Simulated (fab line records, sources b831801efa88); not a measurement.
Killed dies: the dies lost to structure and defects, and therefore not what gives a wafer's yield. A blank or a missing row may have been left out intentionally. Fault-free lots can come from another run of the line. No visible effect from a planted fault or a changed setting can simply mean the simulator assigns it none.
Split-lot trial | flow gf180mcu | on a route of 602 steps: 5 lots, 23 wafers read

== ON THE SPLIT ==
At GF_V5_CVD_00 (deposits SiO2, target thk 300 nm, time 50 s), the setting sih4FlowSccm was moved away from the recipe's 60 sccm on 9 of the 23 wafers read, by -13.9% to +10.9%. The other wafers ran this setting at the recipe's value.

Split to reading: the file shows no intervening step.

== THE READING ==
V5_CVD_00_THK, in nm, at GF_V5_THK_MEAS_01. Fault-free wafers of this fab line usually give 300 nm, standard deviation 3.7 nm.

wafer  | tool, chamber at the split | sih4FlowSccm as run, sccm | against the recipe | V5_CVD_00_THK, nm | against lot-mates on the recipe
L075.2 | hdpcvd-01, 1               | 60                        | recipe             | 297               | -
L075.3 | hdpcvd-01, 0               | 60                        | recipe             | 301               | -
L075.4 | hdpcvd-01, 2               | 60                        | recipe             | 300               | -
L075.5 | hdpcvd-01, 1               | 60                        | recipe             | 293               | -
L075.6 | hdpcvd-01, 0               | 60                        | recipe             | 302               | -
L078.1 | hdpcvd-01, 2               | 51.64                     | -13.9%             | 260               | -41
L078.2 | hdpcvd-01, 0               | 51.64                     | -13.9%             | 262               | -39
L078.3 | hdpcvd-01, 1               | 60                        | recipe             | 297               | -
L078.5 | hdpcvd-01, 1               | 51.64                     | -13.9%             | 259               | -42
L078.6 | hdpcvd-01, 2               | 60                        | recipe             | 305               | -
L079.1 | hdpcvd-02, 2               | 63.2                      | +5.3%              | 316               | +17
L079.2 | hdpcvd-02, 0               | 60                        | recipe             | 299               | -
L079.3 | hdpcvd-02, 1               | 63.2                      | +5.3%              | 316               | +17
L079.5 | hdpcvd-02, 2               | 60                        | recipe             | 299               | -
L079.6 | hdpcvd-02, 1               | 63.2                      | +5.3%              | 320               | +21
L080.2 | hdpcvd-01, 1               | 60                        | recipe             | 295               | -
L080.5 | hdpcvd-01, 1               | 60                        | recipe             | 297               | -
L080.6 | hdpcvd-01, 2               | 60                        | recipe             | 306               | -
L083.1 | hdpcvd-02, 0               | 66.56                     | +10.9%             | 338               | +32
L083.2 | hdpcvd-02, 1               | 60                        | recipe             | 308               | -
L083.3 | hdpcvd-02, 2               | 66.56                     | +10.9%             | 336               | +30
L083.4 | hdpcvd-02, 0               | 60                        | recipe             | 303               | -
L083.5 | hdpcvd-02, 1               | 66.56                     | +10.9%             | 339               | +34

THE FIT
A straight line over all 23 wafers: V5_CVD_00_THK changes by +3.08 nm for each +1% of sih4FlowSccm; r = +0.98; the points scatter about the line by 3.9 nm.
The same after taking each lot's own level away (the mean of its wafers on the recipe; 23 wafers): +2.97 nm for each +1%; r = +0.99; scatter 3.1 nm.
According to that fit, moving sih4FlowSccm by its largest amount changes the reading by 41 nm.
The lots' own levels span 298.6 to 305.5 nm, that is 1.9 times the standard deviation above.
Hence the lot-to-lot level has little effect on the slope; both slopes agree.
Check: for one of the wafers moved furthest among these (-13.9%), held out of the fit, the line's prediction against its lot-mates is -41 nm. It came out at -41 nm against them.

== OTHER SPLITS APPLIED TO THESE WAFERS ==
Other splits were also applied to these wafers ahead of the reading. Each is held against what the fit with the lots' levels taken away leaves over:
other split on the same wafers     | wafers away from the commonest value | r with V5_CVD_00_THK (lot level and that fit taken away)
GF_M3_SPUTTER_02 chamberPressurePa | 18                                   | +0.02
GF_V3_CVD_00 sih4FlowSccm          | 9                                    | +0.10
GF_V3_SPUTTER_22 timeS             | 4                                    | -0.06
GF_V4_COAT_09 resistThkNm          | 6                                    | -0.19
GF_V4_PEB_12 pebTimeS              | 12                                   | +0.05
GF_V4_SPUTTER_22 timeS             | 12                                   | -0.13
GF_MIM_SPUTTER_04 powerW           | 12                                   | -0.22
GF_M5_PEB_05 pebTimeS              | 8                                    | +0.33

== THE WHOLE CHAIN: every reading that the file lists as answering this split, in the file's order ==
step              | what it does                                | reading                                                                  | change (the file's fit)              | r (the file's)
GF_V5_CVD_00      | deposits SiO2, target thk 300 nm, time 50 s | SiO2_of_V5_CVD_00.thkNm (the simulator's own value, which no gauge read) | +2.99 nm for each +1% of the setting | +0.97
GF_V5_THK_MEAS_01 |                                             | V5_CVD_00_THK                                                            | +2.99 for each +1% of the setting    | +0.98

== THE FILE'S OWN FIT ==
V5_CVD_00_THK changes by +2.99 nm for each +1% of sih4FlowSccm, r = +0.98.
